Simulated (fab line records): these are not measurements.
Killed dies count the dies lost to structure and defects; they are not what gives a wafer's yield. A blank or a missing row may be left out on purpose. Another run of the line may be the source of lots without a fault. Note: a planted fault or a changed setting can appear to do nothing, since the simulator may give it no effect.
Chamber matching + flow gf180mcu + pecvd-01 running GF_MIM_CVD_05: 3 sister chambers
The step deposits Si3N4, target thk 42 nm, time 29.086 s. 18 wafers are shown with their chamber, then 9 later ones without.

WAFERS, EACH WITH ITS CHAMBER
| wafer  | chamber | heaterPowerW (W) | susceptorTempC (C) |
|--------|---------|------------------|--------------------|
| L075.2 | 2       | 562              | 384.70             |
| L075.3 | 0       | 644              | 384.93             |
| L075.4 | 1       | 746              | 384.65             |
| L076.1 | 2       | 586              | 385.30             |
| L076.5 | 2       | 586              | 385.08             |
| L076.6 | 1       | 813              | 385.11             |
| L077.3 | 1       | 658              | 385.18             |
| L077.4 | 0       | 622              | 384.86             |
| L077.6 | 2       | 593              | 384.96             |
| L084.3 | 2       | 590              | 385.23             |
| L084.5 | 1       | 707              | 384.73             |
| L084.6 | 0       | 552              | 385.43             |
| L086.1 | 1       | 760              | 384.96             |
| L086.5 | 0       | 591              | 384.66             |
| L086.6 | 1       | 747              | 384.97             |
| L091.4 | 2       | 638              | 384.79             |
| L091.5 | 1       | 639              | 385.34             |
| L091.6 | 0       | 636              | 384.72             |

SIGNATURES (means of the wafers above)
| reading        | chamber 0 | chamber 1 | chamber 2 | scatter within a chamber |
|----------------|-----------|-----------|-----------|--------------------------|
| heaterPowerW   | 609.00    | 724.29    | 592.50    | 45.4                     |
| susceptorTempC | 384.9200  | 384.9914  | 385.0100  | 0.26                     |
Rule: for a wafer and a chamber, the distance is found by dividing, reading by reading, the gap between the wafer's reading and the chamber's mean by the reading's scatter, squaring, summing and taking the root. The wafer belongs to the nearest chamber; if the next one is less than 2 further off, it can't be placed. The scatter: the root of (the sum of the squares of (reading less its chamber's mean) over the shown wafers, divided by (wafers less chambers)).

WAFERS MISSING THEIR CHAMBER
| wafer  | heaterPowerW (W) | susceptorTempC (C) |
|--------|------------------|--------------------|
| L092.3 | 814              | 384.85             |
| L092.4 | 641              | 384.86             |
| L092.6 | 628              | 385.29             |
| L094.2 | 790              | 385.10             |
| L094.5 | 570              | 384.91             |
| L094.6 | 783              | 384.96             |
| L093.1 | 572              | 384.56             |
| L093.3 | 632              | 384.40             |
| L093.5 | 554              | 384.48             |

EACH ONE'S CHAMBER
| wafer  | from the rows above          | in truth |
|--------|------------------------------|----------|
| L092.3 | 1                            | 1        |
| L092.4 | can't be placed: 0 or 2 or 1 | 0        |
| L092.6 | can't be placed: 2 or 0 or 1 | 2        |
| L094.2 | 1                            | 1        |
| L094.5 | can't be placed: 2 or 0      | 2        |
| L094.6 | 1                            | 1        |
| L093.1 | can't be placed: 0 or 2      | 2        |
| L093.3 | can't be placed: 0 or 2 or 1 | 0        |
| L093.5 | can't be placed: 0 or 2      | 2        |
3 of 9 placed correctly. Can't be placed from these rows: 6 (the true chamber is among the candidates in 6). 0 placed wrongly.
